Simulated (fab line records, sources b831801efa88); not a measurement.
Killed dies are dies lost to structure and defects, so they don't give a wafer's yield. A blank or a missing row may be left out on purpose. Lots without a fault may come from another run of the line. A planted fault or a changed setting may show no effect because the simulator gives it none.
A struck lot beside a sound one | flow gf180mcu | 16 steps out of a route of 602
Sound: wafers L844.4, L844.5, L844.6. Struck: wafers L853.3, L853.4, L853.5. The cause comes at the end.
At each step with rows: each side's tool, then ch and its chambers, then its first start. Under that, the readings that differ: sound wafers | struck wafers | difference of the means | sigmas: that difference in standard deviations of wafers without a fault.
alike: readings whose means differ by less than 2 such deviations, and words and numbers that are the same on both sides. not compared: withheld readings, readings that some wafer has no value for, bounds like >300 that may hide the same value, and numbers for which the record gives no deviation and whose values overlap.
The two part at a step that has a row with sigmas, a row that says differs or no value, or rows on one side only. Numbers that don't overlap but have no deviation are shown without sigmas and don't part them. A reading that every wafer of one side lacks parts them only if that side has two wafers or more.

first, 6 steps without rows for these wafers: GF_TOP_METAL_HMDS_08 (prime time 60 s); GF_TOP_METAL_COAT_09 (resist thk 1500 nm); GF_TOP_METAL_SOFTBAKE_10 (time 60 s); GF_TOP_METAL_EXPOSE_11 (exposes mask MetalTop, target cd 440 nm); GF_TOP_METAL_PEB_12; GF_TOP_METAL_DEVELOP_13 (develop time 60 s).
GF_TOP_METAL_CD_MEAS_14: target cd 440 nm.
  sound on cd_sem-01, day 28 22:47; struck on cd_sem-01, day 31 18:08
  alike: cd_nm
GF_TOP_METAL_OVL_MEAS_15:
  sound on overlay-01, day 28 22:52; struck on overlay-01, day 31 18:13
  reading            | sound          | struck      | difference | sigmas
  TOP_METAL_OVL (nm) | -1.0 -0.6 -0.7 | 0.7 1.6 2.2 | +2.3       | +2
GF_TOP_METAL_METAL_ETCH_16: etches the open film in Cl2/BCl3, stops on SiO2, target depth 1197 nm, time 199.5 s.
  sound on rie_metal-04 ch 0, day 28 23:04; struck on rie_metal-01 ch 0,1, day 31 18:19
  alike: drypump_motor_current_A, oes_product_au, throttle_valve_pct
  not compared: rf_hours_counter_h
GF_TOP_METAL_STRIP_17: strips in O2/N2.
  sound on plasma_asher-03 ch 0,1, day 28 23:18; struck on plasma_asher-03 ch 0,1, day 31 18:28
  alike: drypump_motor_current_A, heater_power_w, oes_product_au, strip_time_to_endpoint_s
  not compared: rf_hours_counter_h
then, 2 steps without rows for these wafers: GF_TOP_METAL_STRIP_18 (strips in post etch residue remover, time 1200 s); GF_TOP_METAL_CLEAN_19 (cleans in DIW).
GF_PASSIVATION_CVD_00: deposits SiO2 from TEOS, target thk 1000 nm, time 111.95 s.
  sound on pecvd-02 ch 0,1,2, day 28 23:52; struck on pecvd-02 ch 0,1,2, day 31 18:58
  reading                                      | sound             | struck            | difference | sigmas
  rf_fwd_power_W (W)                           | 595.5 594.9 599.2 | 835.0 837.9 839.6 | +241.0     | +99 or more
  model.SiO2_of_PASSIVATION_CVD_00.thk_nm (nm) | 1027 1005 995.8   | 1093 1112 1108    | +95        |
  alike: heater_power_w
GF_PASSIVATION_THK_MEAS_01:
  sound on film_metro-03, day 28 23:55; struck on film_metro-01, day 31 19:04
  reading                     | sound         | struck         | difference | sigmas
  PASSIVATION_CVD_00_THK (nm) | 1027 1006 996 | 1094 1112 1108 | +95        | +7
GF_PASSIVATION_CVD_02: deposits Si3N4, target thk 700 nm, time 486.18 s.
  sound on pecvd-03 ch 0,1,2, day 29 00:06; struck on pecvd-04 ch 0,1, day 31 19:06
  alike: heater_power_w, rf_fwd_power_W
GF_PASSIVATION_PROBE_99:
  the record has rows for the struck wafers here (prober-02, day 32 15:01) and none for the sound ones

WHERE THEY PART
First at GF_TOP_METAL_OVL_MEAS_15; last, within this record, at GF_PASSIVATION_PROBE_99.

WHY: what the simulator had put in
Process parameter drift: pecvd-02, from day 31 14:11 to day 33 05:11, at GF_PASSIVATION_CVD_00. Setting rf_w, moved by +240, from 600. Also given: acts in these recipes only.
